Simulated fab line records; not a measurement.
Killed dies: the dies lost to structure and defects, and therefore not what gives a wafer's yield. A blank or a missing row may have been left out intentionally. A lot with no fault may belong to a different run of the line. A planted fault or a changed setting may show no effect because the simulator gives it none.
Problem report in the 8D (eight disciplines) form, filled by code + flow gf180mcu + the parts of the form that need people (team, actions taken, sign-off) are left out

1. THE ISSUE
strip_time_to_endpoint_s at GF_HV_LDD_STRIP_37 reads a mean of 12.39 s on 4 wafers of 3 lots; wafers without a fault read 12.64 s with a standard deviation of 0.032. Measured from the usual mean, that is -7.7 standard deviations.
The step: strips in O2/N2.
First observed at day 15 01:59: wafer L605.2, on plasma_asher-03. Wafers with a number at this step in the record: 39, from 13 lots. The rule behind "out" and "out of limits": a value lying over 4 standard deviations away from the usual mean. The other wafers with a number count as sound.

2. WHAT THIS IS AND IS NOT
| question                    | is                                                | is not                                                                                                               |
|-----------------------------|---------------------------------------------------|----------------------------------------------------------------------------------------------------------------------|
| which readings at this step | strip_time_to_endpoint_s                          | drypump_motor_current_A, heater_power_w, oes_product_au                                                              |
| which lots                  | L605, L606, L607                                  | L595, L596, L597, L608, L609, L610, L613, L614, L615, L618                                                           |
| which wafers of those lots  | L605.2, L605.5, L606.3, L607.5                    | L605.4, L606.4, L606.6, L607.1, L607.6                                                                               |
| read on which tools         | plasma_asher-01, plasma_asher-03, plasma_asher-04 | -                                                                                                                    |
| when                        | from day 15 01:59                                 | up to then (10 sound wafers); but 25 sound wafers of L606, L607, L608, L609, L610, L613, L614, L615, L618 came after |

3. WHAT RULES OUT EACH SUSPECT
Counting: a tool at a process step up to the reading stays a suspect if it ran every lot that is out. Sound lots after the first of them don't rule it out here, since some wafers of a struck lot are sound.
- litho_track-01 at GF_HV_LDD_COAT_26 (resist thk 1000 nm): kept. Every lot that is out went through it, the first being L605 (day 14 14:25); the last sound lot it ran before that was L597 (day 12 00:02).
The count leaves litho_track-01 at GF_HV_LDD_COAT_26.

4. THE CAUSE (what the simulator had put in)
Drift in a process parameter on litho_track-01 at GF_HV_LDD_COAT_26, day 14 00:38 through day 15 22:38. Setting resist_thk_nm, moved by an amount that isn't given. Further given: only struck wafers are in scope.
Counting left only this tool.

5. THE CHAIN OF EFFECTS, in route order
Each row: a reading where the mean over the struck wafers with a number is more than 3 standard deviations away from the usual. Only readings whose record carries a usual standard deviation are examined. hours: median over the lots of the time between each lot's start at the first step of this table that gives one and its start at this step. sigmas: the change, counted in usual standard deviations.
| hours | step               | reading                  | usual   | on struck wafers | change | sigmas |
|-------|--------------------|--------------------------|---------|------------------|--------|--------|
| 0     | GF_HV_LDD_STRIP_37 | strip_time_to_endpoint_s | 12.64 s | 12.39            | -0.25  | -7.7   |
It contains these process steps:
- GF_HV_LDD_STRIP_37: strips in O2/N2.
Later measuring or inspecting steps at which every struck wafer that the step has a row for has a number for every such reading, and none has moved that far: GF_HV_LDD_OVL_MEAS_47.

6. WHAT WOULD HAVE CAUGHT IT SOONER
In this record no reading fell out of limits until day 15 01:59, 25 hours after the fault had begun at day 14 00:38.
The start of GF_HV_LDD_COAT_26 on litho_track-01 came by day 15 01:59 for every one of the lots that are out (3). A hold on the tool at that time would have spared none of them.
